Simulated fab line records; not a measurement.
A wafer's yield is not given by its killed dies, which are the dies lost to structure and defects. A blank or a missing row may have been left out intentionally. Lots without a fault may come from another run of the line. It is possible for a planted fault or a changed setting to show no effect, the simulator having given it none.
fab line records ; flow sky130
record lots=12; wafers=36; lastDay=51
route steps=708 shown METAL1@452 VIA1@471 METAL2@486 PAD_OPEN@708
lots that met no fault: from a run of the same line without faults
startH: hours from the record's first day to the start of the lot's first wafer shown ; waitH: hours elapsed since this lot's preceding step ; " as in the row above ; L1.1+2: one row covering several wafers at once ; - no value present, or no start provided ; * or withheld: withheld ; < > ~ a bound
route shown NAME@n: a module of which the file shows steps, and the number in the route of the first ; usual: mean/standard deviation taken from wafers without a fault ; same: alike in all rows ; chamber/n: place in a boat ; sites: the reading at each site ; _std_site: how widely they spread, as a standard deviation ; _edge_site: inner sites' mean taken away from outer sites' mean ; radiusMm: how far each site lies from the wafer's centre ; mask NAME#n: copy n ; behind: tool/chamber where the wafer was last shaped ; hold: why the lot was held/for how many hours/how that ended ; device: the n, p or np transistor that did not switch ; end of line: the route-end tests of the same wafers ; for a step that has no rows: nothing shown but its recipe ; killed: dies that structure and defects cost at the first sort, which is not the same as the wafer's yield ; map: a wafer's dies, x killed, . not, _ none there
set.NAME: the run value of the setting; set.NAME@STEP: its run value at that earlier step ; model.NAME: the simulator's own value behind a step, which no gauge read
steps of the route over a sample of lots; a table a step, a row a wafer
services: from which hour (startH, from the record's first day; less than 0 if before it) a tool's chamber was out of use, for how many hours, and why
## steps
# step SKY_METAL1_ETCH_18
# recipe chemistry=N2/H2; target=BARC; ionEnergyEv=200; biasW=100; pressureMtorr=30; n2FlowSccm=100; h2FlowSccm=200; icpW=500; stopOn=SiO2; timeS=45.9; targetDepthA=600
# usual drypumpMotorCurrentA=5.8/0.38; heBacksideLeakSccm=3.17/0.15; oesProductAu=0.855/0.0046; throttleValvePct=13.225/0.0081
lot.wafer;tool;chamber;startH;waitH;drypumpMotorCurrentA;heBacksideLeakSccm;oesProductAu;rfHoursCounterH;throttleValvePct
L312.4;rieMetal-02;1;774.59;0.0;5.7;3.06;0.857;-;13.215
L312.5;rieMetal-02;0;774.59;0.0;6.3;3.25;0.851;-;13.224
L312.6;rieMetal-02;1;774.59;0.0;5.7;3.04;0.856;-;13.226
L313.1;rieMetal-04;1;775.50;0.0;5.4;3.07;0.854;5;13.209
L313.2;rieMetal-04;0;775.50;0.0;5.4;3.34;0.855;13;13.218
L313.5;rieMetal-04;1;775.50;0.0;5.4;3.01;0.851;-;13.225
L314.4;rieMetal-03;0;789.82;0.0;6.2;3.41;0.855;-;13.218
L314.5;rieMetal-03;0;789.82;0.0;6.3;3.36;0.853;-;13.214
L314.6;rieMetal-03;1;789.82;0.0;6.0;3.10;0.859;-;13.218
L316.4;rieMetal-02;1;820.52;0.0;5.7;3.18;0.857;-;13.213
L316.5;rieMetal-02;0;820.52;0.0;6.3;2.93;0.858;-;13.225
L316.6;rieMetal-02;1;820.52;0.0;5.7;3.18;0.859;-;13.236
L317.1;rieMetal-03;1;820.85;0.0;5.9;3.21;0.857;10;13.233
L317.4;rieMetal-03;0;820.85;0.0;6.2;3.18;0.853;-;13.243
L317.5;rieMetal-03;0;820.85;0.0;6.2;3.32;0.853;-;13.226
L318.3;rieMetal-02;0;822.69;0.0;6.3;3.00;0.846;-;13.221
L318.5;rieMetal-02;0;822.69;0.0;6.3;2.97;0.858;-;13.228
L318.6;rieMetal-02;1;822.69;0.0;5.7;3.11;0.858;-;13.235
L319.3;rieMetal-02;1;828.34;0.0;5.7;3.17;0.861;-;13.222
L319.5;rieMetal-02;1;828.34;0.0;5.7;3.24;0.854;-;13.220
L319.6;rieMetal-02;0;828.34;0.0;6.3;3.06;0.861;-;13.225
L322.1;rieMetal-03;1;860.30;0.0;5.9;3.20;0.852;11;13.223
L322.2;rieMetal-03;0;860.30;0.0;6.3;3.38;0.854;3;13.216
L322.4;rieMetal-03;0;860.30;0.0;6.3;3.25;0.861;-;13.226
L325.2;rieMetal-02;0;870.35;0.0;6.3;3.50;0.856;13;13.229
L325.3;rieMetal-02;1;870.35;0.0;5.7;3.13;0.860;-;13.231
L325.6;rieMetal-02;1;870.35;0.0;5.7;3.13;0.858;-;13.216
L330.2;rieMetal-04;1;908.17;0.0;5.4;3.21;0.856;9;13.216
L330.3;rieMetal-04;0;908.17;0.0;5.4;3.30;0.851;-;13.225
L330.6;rieMetal-04;0;908.17;0.0;5.4;3.48;0.859;-;13.213
L332.1;rieMetal-04;1;922.63;0.1;5.4;3.00;0.855;10;13.233
L332.5;rieMetal-04;1;922.63;0.1;5.3;3.02;0.848;-;13.219
L332.6;rieMetal-04;1;922.63;0.1;5.3;3.08;0.851;-;13.231
L333.1;rieMetal-02;1;975.62;0.0;5.7;3.18;0.851;13;13.220
L333.2;rieMetal-02;0;975.62;0.0;6.3;3.26;0.848;18;13.228
L333.6;rieMetal-02;1;975.62;0.0;5.7;3.21;0.857;-;13.216
# step SKY_VIA1_OVL_MEAS_13
# usual VIA1_OVL=0/4.6
lot.wafer;tool;chamber;startH;waitH;VIA1_OVL[nm]
L312.4;overlay-01;-;802.62;0.1;3
L312.5;overlay-01;-;802.62;0.1;11
L312.6;overlay-01;-;802.62;0.1;-4
L313.1;overlay-01;-;803.25;0.1;-11
L313.2;overlay-01;-;803.25;0.1;-5
L313.5;overlay-01;-;803.25;0.1;-3
L314.4;overlay-01;-;817.45;0.1;7
L314.5;overlay-01;-;817.45;0.1;-1
L314.6;overlay-01;-;817.45;0.1;3
L316.4;overlay-01;-;847.37;0.1;-1
L316.5;overlay-01;-;847.37;0.1;-8
L316.6;overlay-01;-;847.37;0.1;-5
L317.1;overlay-01;-;848.13;0.1;-1
L317.4;overlay-01;-;848.13;0.1;4
L317.5;overlay-01;-;848.13;0.1;3
L318.3;overlay-01;-;850.01;0.1;-6
L318.5;overlay-01;-;850.01;0.1;-7
L318.6;overlay-01;-;850.01;0.1;-4
L319.3;overlay-02;-;854.86;0.1;-1
L319.5;overlay-02;-;854.86;0.1;5
L319.6;overlay-02;-;854.86;0.1;2
L322.1;overlay-02;-;887.90;0.1;4
L322.2;overlay-02;-;887.90;0.1;1
L322.4;overlay-02;-;887.90;0.1;4
L325.2;overlay-01;-;898.11;0.1;-2
L325.3;overlay-01;-;898.11;0.1;7
L325.6;overlay-01;-;898.11;0.1;-2
L330.2;overlay-02;-;934.31;0.1;-3
L330.3;overlay-02;-;934.31;0.1;-1
L330.6;overlay-02;-;934.31;0.1;1
L332.1;overlay-02;-;949.05;0.1;0
L332.5;overlay-02;-;949.05;0.1;2
L332.6;overlay-02;-;949.05;0.1;-2
L333.1;overlay-02;-;1000.10;0.1;-5
L333.2;overlay-02;-;1000.10;0.1;1
L333.6;overlay-02;-;1000.10;0.1;0
# step SKY_METAL2_SPUTTER_03
# recipe material=Ti; targetThkNm=5; powerW=3000; timeS=3.3; chamberPressurePa=0.4
# usual cathodeDcPowerW=3000.1/0.52; throttleValvePct=30.4/1.2
lot.wafer;tool;chamber;startH;waitH;cathodeDcPowerW;throttleValvePct
L312.4;pvdSputter-04;-;804.09;0.0;3000.5;30.5
L312.5;pvdSputter-04;-;804.09;0.0;2999.3;31.0
L312.6;pvdSputter-04;-;804.09;0.0;2999.8;29.3
L313.1;pvdSputter-02;-;804.74;0.0;3000.4;31.6
L313.2;pvdSputter-02;-;804.74;0.0;3000.5;30.0
L313.5;pvdSputter-02;-;804.74;0.0;3000.6;31.1
L314.4;pvdSputter-03;-;818.89;0.0;3000.2;33.3
L314.5;pvdSputter-03;-;818.89;0.0;2999.5;30.8
L314.6;pvdSputter-03;-;818.89;0.0;3000.0;29.5
L316.4;pvdSputter-04;-;848.87;0.0;3000.5;29.5
L316.5;pvdSputter-04;-;848.87;0.0;3000.4;31.0
L316.6;pvdSputter-04;-;848.87;0.0;2999.8;30.5
L317.1;pvdSputter-03;-;849.56;0.0;2999.5;32.7
L317.4;pvdSputter-03;-;849.56;0.0;3000.7;31.0
L317.5;pvdSputter-03;-;849.56;0.0;3000.0;29.7
L318.3;pvdSputter-02;-;851.49;0.0;2999.4;28.1
L318.5;pvdSputter-02;-;851.49;0.0;2999.7;30.1
L318.6;pvdSputter-02;-;851.49;0.0;2999.9;27.9
L319.3;pvdSputter-04;-;856.32;0.0;2999.8;29.5
L319.5;pvdSputter-04;-;856.32;0.0;2999.4;31.0
L319.6;pvdSputter-04;-;856.32;0.0;3000.4;29.2
L322.1;pvdSputter-04;-;889.33;0.0;2999.6;30.4
L322.2;pvdSputter-04;-;889.33;0.0;3000.2;31.0
L322.4;pvdSputter-04;-;889.33;0.0;3000.8;29.5
L325.2;pvdSputter-04;-;899.53;0.0;3248.8;31.0
L325.3;pvdSputter-04;-;899.53;0.0;3247.8;29.2
L325.6;pvdSputter-04;-;899.53;0.0;3249.5;30.4
L330.2;pvdSputter-04;-;935.79;0.0;3248.7;29.4
L330.3;pvdSputter-04;-;935.79;0.0;3248.7;30.5
L330.6;pvdSputter-04;-;935.79;0.0;3248.8;29.2
L332.1;pvdSputter-03;-;950.48;0.0;3000.8;31.6
L332.5;pvdSputter-03;-;950.48;0.0;2999.3;33.0
L332.6;pvdSputter-03;-;950.48;0.0;3000.0;31.4
L333.1;pvdSputter-04;-;1001.60;0.0;3000.0;30.7
L333.2;pvdSputter-04;-;1001.60;0.0;3000.0;29.6
L333.6;pvdSputter-04;-;1001.60;0.0;3000.3;29.6
# step SKY_METAL2_CD_MEAS_15
# recipe targetCdNm=140
# usual cdNm=139.5/1.7
lot.wafer;tool;chamber;startH;waitH;cdNm
L312.4;cdSem-01;-;830.68;-;140.0
L312.5;cdSem-01;-;830.68;-;139.2
L312.6;cdSem-01;-;830.68;-;139.3
L313.1;cdSem-02;-;832.38;-;139.0
L313.2;cdSem-02;-;832.38;-;135.6
L313.5;cdSem-02;-;832.38;-;136.8
L314.4;cdSem-02;-;845.43;-;140.1
L314.5;cdSem-02;-;845.43;-;139.3
L314.6;cdSem-02;-;845.43;-;140.7
L316.4;cdSem-02;-;874.93;-;140.4
L316.5;cdSem-02;-;874.93;-;140.9
L316.6;cdSem-02;-;874.93;-;140.3
L317.1;cdSem-01;-;875.23;-;136.4
L317.4;cdSem-01;-;875.23;-;136.4
L317.5;cdSem-01;-;875.23;-;136.5
L318.3;cdSem-01;-;877.36;-;138.4
L318.5;cdSem-01;-;877.36;-;138.7
L318.6;cdSem-01;-;877.36;-;138.1
L319.3;cdSem-02;-;882.22;-;142.3
L319.5;cdSem-02;-;882.22;-;141.7
L319.6;cdSem-02;-;882.22;-;139.6
L322.1;cdSem-01;-;915.13;-;139.7
L322.2;cdSem-01;-;915.13;-;141.0
L322.4;cdSem-01;-;915.13;-;139.9
L325.2;cdSem-01;-;924.24;-;140.0
L325.3;cdSem-01;-;924.24;-;141.5
L325.6;cdSem-01;-;924.24;-;140.6
L330.2;cdSem-01;-;959.90;-;141.4
L330.3;cdSem-01;-;959.90;-;140.0
L330.6;cdSem-01;-;959.90;-;139.0
L332.1;cdSem-02;-;975.08;-;138.8
L332.5;cdSem-02;-;975.08;-;137.9
L332.6;cdSem-02;-;975.08;-;139.1
L333.1;cdSem-02;-;1024.83;-;140.4
L333.2;cdSem-02;-;1024.83;-;142.2
L333.6;cdSem-02;-;1024.83;-;140.5
# step SKY_PAD_OPEN_PROBE_99
# usual defectLimitedYield=82.1/1.8; killed_at_M0_to_M3=45/6.9; killed_at_M4_up=3.2/1.8; killedAtContacts=25/5.3; killedAtFrontEnd=16/4.3; killedAtOther=0.2/0.52; killedDies=88/8.7; killedOpen=48/6.5; killedShort=40/6; sort_bin_3_pad_short=0.9/0.4; sort_bin_5_function=10.8/1.5; sort_bin_6_memory=6.3/1; sortNPass=404/8.7; sortYieldPct=82.1/1.8
# same grossDies=492; killedAtBackSide=0; sort_bin_4_leakage[%]=0; sort_bin_8_speed[%]=0
lot.wafer;tool;chamber;startH;waitH;defectLimitedYield[%];killed_at_M0_to_M3;killed_at_M4_up;killedAtContacts;killedAtFrontEnd;killedAtOther;killedDies;killedOpen;killedShort;sort_bin_3_pad_short[%];sort_bin_5_function[%];sort_bin_6_memory[%];sortNPass;sortYieldPct[%]
L325.2;prober-01;-;1158.43;0.1;82.7;37;3;29;16;0;85;46;39;0.8;11.8;4.7;407;82.7
L325.3;prober-01;-;1158.48;0.2;83.7;46;1;15;18;0;80;41;38;0.8;9.6;5.9;412;83.7
L325.6;prober-01;-;1158.63;0.2;80.5;49;7;25;15;0;96;46;50;1.4;11.8;6.3;396;80.5
# killed by level:class
L325.2 CONTACT:geometricParticle:open=17 VIA1:geometricParticle:open=7 LOCAL_INTERCONNECT:geometricParticle:short=6 POLY_GATE:geometricParticle:open=5 METAL2:geometricParticle:short=5 VIA1:geometricParticle:short=5 VIA2:geometricParticle:open=5 VIA3:geometricParticle:short=4
L325.3 VIA1:geometricParticle:open=12 VIA2:geometricParticle:open=8 METAL2:geometricParticle:short=8 POLY_GATE:geometricParticle:short=6 CONTACT:geometricParticle:open=6 LI_CONTACT:geometricParticle:open=4 VIA1:geometricParticle:short=4 METAL1:geometricParticle:short=3
L325.6 VIA1:geometricParticle:open=11 VIA2:geometricParticle:open=9 CONTACT:geometricParticle:open=8 VIA1:geometricParticle:short=7 METAL2:geometricParticle:short=7 LI_CONTACT:geometricParticle:open=6 VIA2:geometricParticle:short=6 POLY_GATE:geometricParticle:short=5
## services
tool;chamber;startH;hours;kind
pvdSputter-04;-;758.18;18.6;repair
rieMetal-03;0;759.84;-;clean
rieMetal-03;0;759.84;16.3;scheduledDown
rieMetal-03;0;759.84;16.3;ventCycle
pvdSputter-03;-;780.42;9.9;repair
pvdSputter-04;-;861.83;0.6;repair
pvdSputter-04;-;890.03;5.5;repair
rieMetal-02;-;904.70;0.1;repair
rieMetal-04;0;915.37;-;clean
rieMetal-04;0;915.37;20.5;scheduledDown
rieMetal-04;0;915.37;20.5;ventCycle
pvdSputter-04;-;916.67;18.9;repair
pvdSputter-03;-;917.11;9.1;repair
rieMetal-03;-;958.82;1.4;repair
pvdSputter-04;-;977.28;4.2;repair
pvdSputter-04;-;983.30;3.3;repair
rieMetal-04;-;997.16;0.6;repair
rieMetal-04;-;999.64;3.3;repair
## key
firstSign step=SKY_METAL2_SPUTTER_03; reading=cathodeDcPowerW; direction=up; sigmas=99+; usual=3000.1; struck=3248.7
effect none on later readings
metAt SKY_METAL2_SPUTTER_03
struckLots L325,L330
notActingAt SKY_METAL1_ETCH_18,SKY_VIA1_OVL_MEAS_13,SKY_METAL2_CD_MEAS_15
onsetBetween 889.33 899.53
fault kind=processParameterDrift; tool=pvdSputter-04; chamber=-; onsetH=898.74; steps=SKY_METAL2_SPUTTER_03; channel=powerW; offset=*; shape=step; endH=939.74; actsIn=*; stated=*
